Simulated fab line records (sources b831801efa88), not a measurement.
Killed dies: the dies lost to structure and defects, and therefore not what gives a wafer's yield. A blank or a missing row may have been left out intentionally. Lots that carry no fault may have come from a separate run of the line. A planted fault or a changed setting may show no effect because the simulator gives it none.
fab line records	flow gf180mcu
[record] lots = 24	wafers = 72	last-day = 34
route steps=602 shown M2@363 V2@387 M3@414 M4@470 MIM@513
lots that met no fault: from a run of the same line without faults
start-h: the number of hours between the record's first day and the start of the first shown wafer of the lot	wait-h: time in hours since the lot's previous step	" identical to the entry in the row above	L1.1+2: one row covering several wafers at once	- value missing, or start not given	* or withheld: withheld	< > ~ a bound
route shown NAME@n: names a module that has steps shown in the file, with the first one's number in the route	usual: mean/standard deviation taken from wafers without a fault	same: alike in all rows	chamber/n: place in a boat	sites: readings site by site	_std_site: standard deviation of those values	_edge_site: mean of outer sites minus mean of inner sites	radius-mm: how far each site lies from the wafer's centre	mask NAME#n: copy n	behind: tool/chamber where the wafer was last shaped	hold: cause of the lot's hold/its duration in hours/its outcome	device: whichever transistor did not switch (one of n, p or np)	end of line: the same wafers' tests at the end of the route	step lacking rows: just its recipe	killed: the dies lost at the first sort to structure and to defects; this is not the yield of the wafer	map: shows each die of a wafer: x if killed, . if not, _ if none is there
set.NAME: setting as actually run; set.NAME@STEP: the setting as run at that earlier step	model.NAME: the simulator's own value behind a step, which no gauge read
the route's steps for a sample of lots (tables are steps, rows are wafers)
services: the hour from which a tool's chamber was out of use, counted from the record's first day as start-h (under 0 if before that day), plus the number of hours and why
[[steps]]
[step GF_M2_SPUTTER_01]
[recipe] material = TiN	target-thk-nm = 30	power-w = 6500	time-s = 25	chamber-pressure-pa = 0.4
[usual] throttle-valve-pct = 29.7/1
lot.wafer	tool	chamber	start-h	wait-h	throttle-valve-pct
L074.1	pvd-sputter-03	-	413.93	0.1	30.8
L074.5	"	-	"	"	30.6
L074.6	"	-	"	"	30.2
L075.1	pvd-sputter-01	-	423.48	0.1	29.9
L075.3	"	-	"	"	28.5
L075.4	"	-	"	"	29.2
L076.1	pvd-sputter-03	-	429.99	0.1	30.4
L076.3	"	-	"	"	30.7
L076.6	"	-	"	"	30.6
L078.1	pvd-sputter-03	-	455.01	0.1	30.4
L078.3	"	-	"	"	30.6
L078.6	"	-	"	"	30.3
L077.1	pvd-sputter-01	-	455.64	0.1	30.1
L077.3	"	-	"	"	29.2
L077.5	"	-	"	"	28.0
L079.1	pvd-sputter-04	-	467.56	0.1	27.3
L079.5	"	-	"	"	30.7
L079.6	"	-	"	"	29.3
L080.3	pvd-sputter-01	-	476.71	0.1	28.1
L080.4	"	-	"	"	29.1
L080.5	"	-	"	"	28.3
L081.1	pvd-sputter-04	-	484.28	0.1	27.4
L081.3	"	-	"	"	30.4
L081.4	"	-	"	"	29.3
L082.3	pvd-sputter-01	-	487.60	0.1	28.1
L082.4	"	-	"	"	30.0
L082.6	"	-	"	"	31.1
L083.2	pvd-sputter-01	-	500.88	0.1	29.4
L083.3	"	-	"	"	27.9
L083.6	"	-	"	"	29.4
L084.3	pvd-sputter-03	-	511.02	0.1	30.3
L084.5	"	-	"	"	30.2
L084.6	"	-	"	"	30.7
L085.1	pvd-sputter-01	-	520.30	0.1	31.0
L085.3	"	-	"	"	28.4
L085.6	"	-	"	"	28.1
L086.2	pvd-sputter-04	-	528.68	0.1	29.3
L086.4	"	-	"	"	30.6
L086.5	"	-	"	"	30.5
L087.1	pvd-sputter-03	-	531.46	0.1	28.8
L087.2	"	-	"	"	30.7
L087.6	"	-	"	"	30.6
L088.1	pvd-sputter-01	-	540.73	0.1	29.9
L088.2	"	-	"	"	28.3
L088.4	"	-	"	"	30.8
L089.2	pvd-sputter-03	-	552.08	0.1	30.4
L089.3	"	-	"	"	30.2
L089.4	"	-	"	"	29.0
L090.3	pvd-sputter-01	-	554.88	0.1	29.4
L090.5	"	-	"	"	28.9
L090.6	"	-	"	"	30.9
L091.1	pvd-sputter-01	-	562.36	0.1	29.2
L091.4	"	-	"	"	30.9
L091.6	"	-	"	"	30.5
L092.1	pvd-sputter-01	-	568.01	0.1	28.1
L092.2	"	-	"	"	28.9
L092.5	"	-	"	"	30.9
L093.1	pvd-sputter-01	-	581.49	0.1	28.5
L093.3	"	-	"	"	31.0
L093.4	"	-	"	"	29.2
L094.1	pvd-sputter-01	-	585.60	0.1	31.0
L094.3	"	-	"	"	28.1
L094.4	"	-	"	"	29.2
L095.3	pvd-sputter-03	-	593.14	0.1	30.5
L095.4	"	-	"	"	30.8
L095.5	"	-	"	"	30.6
L096.1	pvd-sputter-03	-	598.62	0.1	30.0
L096.3	"	-	"	"	30.6
L096.4	"	-	"	"	30.6
L097.1	pvd-sputter-04	-	605.69	0.1	29.8
L097.5	"	-	"	"	29.5
L097.6	"	-	"	"	30.7
[step GF_V2_BOW_MEAS_05]
[recipe] mode = bow
[usual] V2_BOW = 99/7.4
lot.wafer	tool	chamber	start-h	wait-h	V2_BOW[um]
L074.1	film-metro-01	-	439.38	0.2	100
L074.5	"	-	"	"	94
L074.6	"	-	"	"	103
L075.1	film-metro-04	-	447.87	0.1	97
L075.3	"	-	"	"	106
L075.4	"	-	"	"	92
L076.1	film-metro-04	-	456.16	0.1	106
L076.3	"	-	"	"	95
L076.6	"	-	"	"	103
L078.1	film-metro-01	-	480.91	0.1	96
L078.3	"	-	"	"	92
L078.6	"	-	"	"	96
L077.1	film-metro-04	-	481.26	0.2	90
L077.3	"	-	"	"	107
L077.5	"	-	"	"	94
L079.1	film-metro-01	-	493.64	0.2	91
L079.5	"	-	"	"	98
L079.6	"	-	"	"	90
L080.3	film-metro-02	-	502.70	0.2	106
L080.4	"	-	"	"	102
L080.5	"	-	"	"	85
L081.1	film-metro-01	-	509.65	0.2	98
L081.3	"	-	"	"	98
L081.4	"	-	"	"	110
L082.3	film-metro-01	-	513.17	0.1	109
L082.4	"	-	"	"	98
L082.6	"	-	"	"	118
L083.2	film-metro-04	-	525.85	0.1	105
L083.3	"	-	"	"	97
L083.6	"	-	"	"	102
L084.3	film-metro-02	-	535.90	0.3	96
L084.5	"	-	"	"	93
L084.6	"	-	"	"	96
L085.1	film-metro-01	-	544.25	0.2	94
L085.3	"	-	"	"	92
L085.6	"	-	"	"	96
L086.2	film-metro-01	-	552.07	0.1	109
L086.4	"	-	"	"	90
L086.5	"	-	"	"	100
L087.1	film-metro-04	-	555.31	0.1	95
L087.2	"	-	"	"	101
L087.6	"	-	"	"	92
L088.1	film-metro-01	-	563.96	0.2	100
L088.2	"	-	"	"	105
L088.4	"	-	"	"	98
L089.2	film-metro-04	-	575.32	0.3	85
L089.3	"	-	"	"	97
L089.4	"	-	"	"	102
L090.3	film-metro-02	-	578.51	0.3	113
L090.5	"	-	"	"	108
L090.6	"	-	"	"	109
L091.1	film-metro-02	-	584.82	0.2	104
L091.4	"	-	"	"	92
L091.6	"	-	"	"	99
L092.1	film-metro-04	-	591.24	0.1	106
L092.2	"	-	"	"	106
L092.5	"	-	"	"	108
L093.1	film-metro-04	-	604.31	0.1	96
L093.3	"	-	"	"	84
L093.4	"	-	"	"	102
L094.1	film-metro-04	-	608.22	0.1	100
L094.3	"	-	"	"	101
L094.4	"	-	"	"	96
L095.3	film-metro-02	-	615.62	0.3	101
L095.4	"	-	"	"	104
L095.5	"	-	"	"	94
L096.1	film-metro-01	-	620.75	0.1	85
L096.3	"	-	"	"	84
L096.4	"	-	"	"	101
L097.1	film-metro-01	-	627.90	0.1	107
L097.5	"	-	"	"	97
L097.6	"	-	"	"	95
[step GF_M3_RS_MEAS_05]
[recipe] thk-meas-gauge = four-point-probe	reads = TiN_of_M3_SPUTTER_04+Ti_of_M3_SPUTTER_03+AlCu_of_M3_SPUTTER_02+TiN_of_M3_SPUTTER_01+Ti_of_M3_SPUTTER_00
[usual] M3_ALCU_RS = 0.0696/0.00068
lot.wafer	tool	chamber	start-h	wait-h	M3_ALCU_RS[ohm/sq]
L074.1	film-metro-02	-	466.23	0.0	0.0693
L074.5	"	-	"	"	0.0685
L074.6	"	-	"	"	0.0687
L075.1	film-metro-01	-	473.78	0.0	0.0689
L075.3	"	-	"	"	0.0691
L075.4	"	-	"	"	0.0698
L076.1	film-metro-03	-	482.82	0.0	0.0697
L076.3	"	-	"	"	0.0695
L076.6	"	-	"	"	0.0697
L078.1	film-metro-03	-	506.03	0.0	0.0695
L078.3	"	-	"	"	0.0687
L078.6	"	-	"	"	0.0692
L077.1	film-metro-01	-	506.38	0.0	0.0709
L077.3	"	-	"	"	0.0717
L077.5	"	-	"	"	0.0704
L079.1	film-metro-02	-	518.78	0.0	0.0688
L079.5	"	-	"	"	0.0690
L079.6	"	-	"	"	0.0699
L080.3	film-metro-02	-	527.66	0.1	0.0703
L080.4	"	-	"	"	0.0702
L080.5	"	-	"	"	0.0697
L081.1	film-metro-02	-	534.37	0.0	0.0690
L081.3	"	-	"	"	0.0674
L081.4	"	-	"	"	0.0680
L082.3	film-metro-03	-	538.16	0.1	0.0696
L082.4	"	-	"	"	0.0707
L082.6	"	-	"	"	0.0695
L083.2	film-metro-03	-	550.70	0.0	0.0689
L083.3	"	-	"	"	0.0695
L083.6	"	-	"	"	0.0690
L084.3	film-metro-03	-	560.47	0.1	0.0688
L084.5	"	-	"	"	0.0682
L084.6	"	-	"	"	0.0684
L085.1	film-metro-01	-	568.36	0.0	0.0696
L085.3	"	-	"	"	0.0702
L085.6	"	-	"	"	0.0699
L086.2	film-metro-03	-	575.25	0.0	0.0701
L086.4	"	-	"	"	0.0697
L086.5	"	-	"	"	0.0698
L087.1	film-metro-02	-	579.06	0.0	0.0699
L087.2	"	-	"	"	0.0697
L087.6	"	-	"	"	0.0701
L088.1	film-metro-03	-	587.73	0.0	0.0696
L088.2	"	-	"	"	0.0698
L088.4	"	-	"	"	0.0701
L089.2	film-metro-01	-	598.25	0.0	0.0703
L089.3	"	-	"	"	0.0703
L089.4	"	-	"	"	0.0696
L090.3	film-metro-02	-	601.93	0.1	0.0699
L090.5	"	-	"	"	0.0698
L090.6	"	-	"	"	0.0695
L091.1	film-metro-03	-	607.84	0.0	0.0696
L091.4	"	-	"	"	0.0702
L091.6	"	-	"	"	0.0696
L092.1	film-metro-03	-	614.72	0.0	0.0702
L092.2	"	-	"	"	0.0696
L092.5	"	-	"	"	0.0706
L093.1	film-metro-01	-	627.15	0.0	0.0687
L093.3	"	-	"	"	0.0684
L093.4	"	-	"	"	0.0689
L094.1	film-metro-02	-	631.40	0.0	0.0695
L094.3	"	-	"	"	0.0696
L094.4	"	-	"	"	0.0688
L095.3	film-metro-02	-	637.74	0.1	0.0692
L095.4	"	-	"	"	0.0701
L095.5	"	-	"	"	0.0702
L096.1	film-metro-01	-	643.77	0.0	0.0699
L096.3	"	-	"	"	0.0686
L096.4	"	-	"	"	0.0687
L097.1	film-metro-03	-	649.71	0.0	0.0698
L097.5	"	-	"	"	0.0705
L097.6	"	-	"	"	0.0701
[step GF_M4_CD_MEAS_14]
[recipe] target-cd-nm = 280
[usual] cd-nm = 280.2/1.2
lot.wafer	tool	chamber	start-h	wait-h	cd-nm
L074.1	cd-sem-01	-	539.84	0.1	280.5
L074.5	"	-	"	"	279.4
L074.6	"	-	"	"	279.8
L075.1	cd-sem-01	-	547.48	0.1	280.6
L075.3	"	-	"	"	280.4
L075.4	"	-	"	"	280.4
L076.1	cd-sem-01	-	554.75	0.1	277.3
L076.3	"	-	"	"	279.6
L076.6	"	-	"	"	280.3
L078.1	cd-sem-01	-	575.75	0.1	282.5
L078.3	"	-	"	"	281.2
L078.6	"	-	"	"	282.2
L077.1	cd-sem-02	-	576.83	0.1	281.3
L077.3	"	-	"	"	281.0
L077.5	"	-	"	"	280.4
L079.1	cd-sem-02	-	587.39	0.1	279.1
L079.5	"	-	"	"	279.6
L079.6	"	-	"	"	278.9
L080.3	cd-sem-01	-	596.18	0.1	281.7
L080.4	"	-	"	"	280.5
L080.5	"	-	"	"	280.4
L081.1	cd-sem-01	-	603.29	0.1	279.1
L081.3	"	-	"	"	279.0
L081.4	"	-	"	"	279.7
L082.3	cd-sem-02	-	606.53	0.1	280.0
L082.4	"	-	"	"	279.8
L082.6	"	-	"	"	280.2
L083.2	cd-sem-01	-	617.11	0.1	278.7
L083.3	"	-	"	"	279.3
L083.6	"	-	"	"	278.9
L084.3	cd-sem-02	-	626.89	0.1	279.8
L084.5	"	-	"	"	280.6
L084.6	"	-	"	"	279.9
L085.1	cd-sem-01	-	634.69	0.1	278.5
L085.3	"	-	"	"	278.7
L085.6	"	-	"	"	279.1
L086.2	cd-sem-02	-	639.85	0.1	279.9
L086.4	"	-	"	"	280.5
L086.5	"	-	"	"	280.6
L087.1	cd-sem-01	-	644.13	0.1	281.0
L087.2	"	-	"	"	280.8
L087.6	"	-	"	"	280.0
L088.1	cd-sem-02	-	653.35	0.1	280.4
L088.2	"	-	"	"	280.0
L088.4	"	-	"	"	280.1
L089.2	cd-sem-01	-	662.10	0.1	283.6
L089.3	"	-	"	"	282.4
L089.4	"	-	"	"	281.1
L090.3	cd-sem-02	-	666.29	0.1	278.4
L090.5	"	-	"	"	278.5
L090.6	"	-	"	"	277.9
L091.1	cd-sem-01	-	670.55	0.1	280.6
L091.4	"	-	"	"	280.8
L091.6	"	-	"	"	281.3
L092.1	cd-sem-01	-	677.94	0.1	279.2
L092.2	"	-	"	"	278.6
L092.5	"	-	"	"	279.5
L093.1	cd-sem-01	-	687.60	0.2	280.8
L093.3	"	-	"	"	281.3
L093.4	"	-	"	"	281.8
L094.1	cd-sem-02	-	692.38	0.1	281.5
L094.3	"	-	"	"	281.1
L094.4	"	-	"	"	279.8
L095.3	cd-sem-02	-	698.94	0.1	282.0
L095.4	"	-	"	"	281.1
L095.5	"	-	"	"	281.9
L096.1	cd-sem-01	-	703.45	0.1	280.1
L096.3	"	-	"	"	278.5
L096.4	"	-	"	"	280.5
L097.1	cd-sem-02	-	709.60	0.1	279.9
L097.5	"	-	"	"	279.3
L097.6	"	-	"	"	278.7
[step GF_M4_METAL_ETCH_16]
[recipe] chemistry = Cl2/BCl3	mask-material = KrF	target-depth-nm = 627.5	stop-on = SiO2	pressure-mtorr = 8	icp-w = 800	bias-w = 140	Cl2_flow_sccm = 80	bcl3-flow-sccm = 40	time-s = 104.6
[usual] drypump-motor-current-A = 5.75/0.22	oes-product-au = 0.971/0.0055	throttle-valve-pct = 28.250/0.01
lot.wafer	tool	chamber	start-h	wait-h	drypump-motor-current-A	oes-product-au	rf-hours-counter-h	throttle-valve-pct
L074.1	rie-metal-04	0	540.00	0.0	5.46	0.981	9	28.233
L074.5	"	0	"	"	5.46	0.977	-	28.232
L074.6	"	1	"	"	5.84	0.968	-	28.257
L075.1	rie-metal-02	1	547.64	0.0	5.69	0.965	11	28.230
L075.3	"	0	"	"	6.07	0.966	-	28.244
L075.4	"	1	"	"	5.69	0.975	-	28.245
L076.1	rie-metal-02	1	554.90	0.0	5.68	0.976	11	28.232
L076.3	"	0	"	"	6.07	0.960	-	28.254
L076.6	"	0	"	"	6.06	0.973	-	28.258
L078.1	rie-metal-04	0	575.90	0.0	5.45	0.976	10	28.240
L078.3	"	1	"	"	5.85	0.977	-	28.250
L078.6	"	1	"	"	5.84	0.971	-	28.243
L077.1	rie-metal-03	0	576.99	0.0	5.79	0.968	1	28.250
L077.3	"	0	"	"	5.78	0.977	-	28.244
L077.5	"	0	"	"	5.80	0.966	-	28.249
L079.1	rie-metal-04	1	587.55	0.0	5.83	0.969	8	28.250
L079.5	"	0	"	"	5.45	0.970	-	28.268
L079.6	"	1	"	"	5.81	0.969	-	28.252
L080.3	rie-metal-02	1	596.34	0.1	5.70	0.976	-	28.236
L080.4	"	0	"	"	6.09	0.972	-	28.242
L080.5	"	1	"	"	5.71	0.976	-	28.247
L081.1	rie-metal-02	0	603.45	0.0	6.13	0.976	9	28.251
L081.3	"	0	"	"	6.09	0.970	-	28.257
L081.4	"	1	"	"	5.69	0.971	-	28.242
L082.3	rie-metal-04	1	606.69	0.1	5.84	0.969	-	28.266
L082.4	"	0	"	"	5.47	0.976	-	28.252
L082.6	"	1	"	"	5.87	0.972	-	28.245
L083.2	rie-metal-03	0	617.25	0.0	5.81	0.964	2	28.259
L083.3	"	1	"	"	5.40	0.967	-	28.240
L083.6	"	1	"	"	5.40	0.960	-	28.240
L084.3	rie-metal-04	1	627.04	0.1	5.84	0.966	-	28.254
L084.5	"	0	"	"	5.48	0.970	-	28.266
L084.6	"	1	"	"	5.85	0.972	-	28.251
L085.1	rie-metal-03	0	634.85	0.0	5.86	0.964	3	28.254
L085.3	"	0	"	"	5.83	0.963	-	28.259
L085.6	"	1	"	"	5.40	0.959	-	28.255
L086.2	rie-metal-03	0	639.99	0.0	5.83	0.968	3	28.243
L086.4	"	0	"	"	5.79	0.971	-	28.243
L086.5	"	0	"	"	5.81	0.975	-	28.247
L087.1	rie-metal-04	0	644.29	0.0	5.46	0.967	12	28.243
L087.2	"	1	"	"	5.84	0.969	10	28.261
L087.6	"	0	"	"	5.47	0.966	-	28.270
L088.1	rie-metal-02	0	653.50	0.0	6.11	0.973	11	28.258
L088.2	"	1	"	"	5.70	0.964	1	28.250
L088.4	"	0	"	"	6.06	0.977	-	28.252
L089.2	rie-metal-04	1	662.24	0.0	5.85	0.965	10	28.270
L089.3	"	0	"	"	5.43	0.976	-	28.256
L089.4	"	1	"	"	5.84	0.977	-	28.258
L090.3	rie-metal-04	1	666.48	0.1	5.82	0.973	-	28.253
L090.5	"	1	"	"	5.83	0.966	-	28.250
L090.6	"	1	"	"	5.82	0.975	-	28.260
L091.1	rie-metal-02	0	670.70	0.0	6.07	0.965	12	28.247
L091.4	"	1	"	"	5.67	0.966	-	28.270
L091.6	"	1	"	"	5.69	0.963	-	28.261
L092.1	rie-metal-04	1	678.10	0.0	5.82	0.981	11	28.255
L092.2	"	1	"	"	5.82	0.975	-	28.258
L092.5	"	1	"	"	5.84	0.978	-	28.237
L093.1	rie-metal-02	1	687.76	0.0	5.69	0.971	2	28.261
L093.3	"	0	"	"	6.11	0.980	-	28.243
L093.4	"	1	"	"	5.66	0.978	-	28.262
L094.1	rie-metal-02	1	692.54	0.0	5.68	0.974	2	28.247
L094.3	"	0	"	"	6.07	0.970	-	28.256
L094.4	"	1	"	"	5.68	0.974	-	28.250
L095.3	rie-metal-03	0	699.09	0.1	5.82	0.972	-	28.240
L095.4	"	1	"	"	5.40	0.968	-	28.248
L095.5	"	1	"	"	5.41	0.977	-	28.240
L096.1	rie-metal-04	0	703.60	0.0	5.46	0.974	0	28.250
L096.3	"	0	"	"	5.48	0.976	-	28.243
L096.4	"	1	"	"	5.83	0.970	-	28.247
L097.1	rie-metal-02	0	709.75	0.0	6.05	0.970	13	28.252
L097.5	"	0	"	"	6.08	0.979	-	28.253
L097.6	"	1	"	"	5.69	0.964	-	28.264
[step GF_MIM_RS_MEAS_10]
[recipe] thk-meas-gauge = four-point-probe	reads = TiN_of_MIM_SPUTTER_09+AlCu_of_MIM_SPUTTER_08+TiN_of_MIM_SPUTTER_07
[usual] MIM_ALCU_RS = 0.1594/0.0016
lot.wafer	tool	chamber	start-h	wait-h	MIM_ALCU_RS[ohm/sq]
L074.1	film-metro-02	-	565.38	0.0	0.1618
L074.5	"	-	"	"	0.1613
L074.6	"	-	"	"	0.1614
L075.1	film-metro-02	-	572.37	0.0	0.1582
L075.3	"	-	"	"	0.1598
L075.4	"	-	"	"	0.1598
L076.1	film-metro-03	-	579.95	0.0	0.1585
L076.3	"	-	"	"	0.1586
L076.6	"	-	"	"	0.1597
L078.1	film-metro-03	-	600.13	0.0	0.1605
L078.3	"	-	"	"	0.1623
L078.6	"	-	"	"	0.1618
L077.1	film-metro-01	-	601.72	0.0	0.1600
L077.3	"	-	"	"	0.1568
L077.5	"	-	"	"	0.1606
L079.1	film-metro-02	-	611.75	0.0	0.1580
L079.5	"	-	"	"	0.1579
L079.6	"	-	"	"	0.1564
L080.3	film-metro-02	-	620.00	0.1	0.1612
L080.4	"	-	"	"	0.1586
L080.5	"	-	"	"	0.1595
L081.1	film-metro-02	-	627.79	0.0	0.1610
L081.3	"	-	"	"	0.1588
L081.4	"	-	"	"	0.1602
L082.3	film-metro-03	-	630.29	0.1	0.1596
L082.4	"	-	"	"	0.1589
L082.6	"	-	"	"	0.1603
L083.2	film-metro-03	-	641.43	0.0	0.1599
L083.3	"	-	"	"	0.1605
L083.6	"	-	"	"	0.1599
L084.3	film-metro-03	-	650.08	0.1	0.1560
L084.5	"	-	"	"	0.1579
L084.6	"	-	"	"	0.1557
L085.1	film-metro-01	-	657.37	0.0	0.1600
L085.3	"	-	"	"	0.1604
L085.6	"	-	"	"	0.1586
L086.2	film-metro-02	-	662.51	0.0	0.1609
L086.4	"	-	"	"	0.1623
L086.5	"	-	"	"	0.1614
L087.1	film-metro-03	-	667.27	0.0	0.1586
L087.2	"	-	"	"	0.1587
L087.6	"	-	"	"	0.1599
L088.1	film-metro-01	-	676.21	0.0	0.1599
L088.2	"	-	"	"	0.1598
L088.4	"	-	"	"	0.1601
L089.2	film-metro-03	-	684.18	0.0	0.1617
L089.3	"	-	"	"	0.1602
L089.4	"	-	"	"	0.1609
L090.3	film-metro-02	-	689.46	0.1	0.1614
L090.5	"	-	"	"	0.1587
L090.6	"	-	"	"	0.1576
L091.1	film-metro-01	-	693.24	0.0	0.1605
L091.4	"	-	"	"	0.1596
L091.6	"	-	"	"	0.1602
L092.1	film-metro-02	-	699.84	0.0	0.1613
L092.2	"	-	"	"	0.1586
L092.5	"	-	"	"	0.1610
L093.1	film-metro-02	-	709.35	0.0	0.1576
L093.3	"	-	"	"	0.1600
L093.4	"	-	"	"	0.1573
L094.1	film-metro-03	-	714.80	0.0	0.1578
L094.3	"	-	"	"	0.1567
L094.4	"	-	"	"	0.1596
L095.3	film-metro-03	-	720.12	0.1	0.1577
L095.4	"	-	"	"	0.1602
L095.5	"	-	"	"	0.1579
L096.1	film-metro-02	-	725.02	0.0	0.1598
L096.3	"	-	"	"	0.1597
L096.4	"	-	"	"	0.1609
L097.1	film-metro-02	-	730.82	0.0	0.1558
L097.5	"	-	"	"	0.1569
L097.6	"	-	"	"	0.1580
[[services]]
tool	chamber	start-h	hours	kind
rie-metal-04	-	404.23	1.4	pm
pvd-sputter-03	-	417.47	10.6	repair
rie-metal-03	-	425.51	1.2	repair
rie-metal-03	-	430.95	2.8	pm
pvd-sputter-03	0	467.59	-	consumable-replace:kit
pvd-sputter-03	0	467.59	18.0	scheduled-down
pvd-sputter-03	0	467.59	18.0	vent-cycle
rie-metal-03	0	511.17	-	clean
pvd-sputter-04	-	566.72	5.2	repair
rie-metal-03	0	570.05	5.1	repair
pvd-sputter-03	-	586.59	6.1	repair
rie-metal-02	1	606.67	1.2	repair
rie-metal-02	1	607.90	-	clean
rie-metal-02	1	607.90	18.3	scheduled-down
rie-metal-02	1	607.90	18.3	vent-cycle
pvd-sputter-03	3	611.56	-	consumable-replace:kit
pvd-sputter-03	3	611.56	18.0	scheduled-down
pvd-sputter-03	3	611.56	18.0	vent-cycle
rie-metal-04	0	664.86	-	clean
rie-metal-04	0	664.86	28.4	scheduled-down
rie-metal-04	0	664.86	28.4	vent-cycle
pvd-sputter-01	3	699.21	-	consumable-replace:kit
pvd-sputter-01	3	699.21	18.0	scheduled-down
pvd-sputter-01	3	699.21	18.0	vent-cycle
[[key]]
fault none
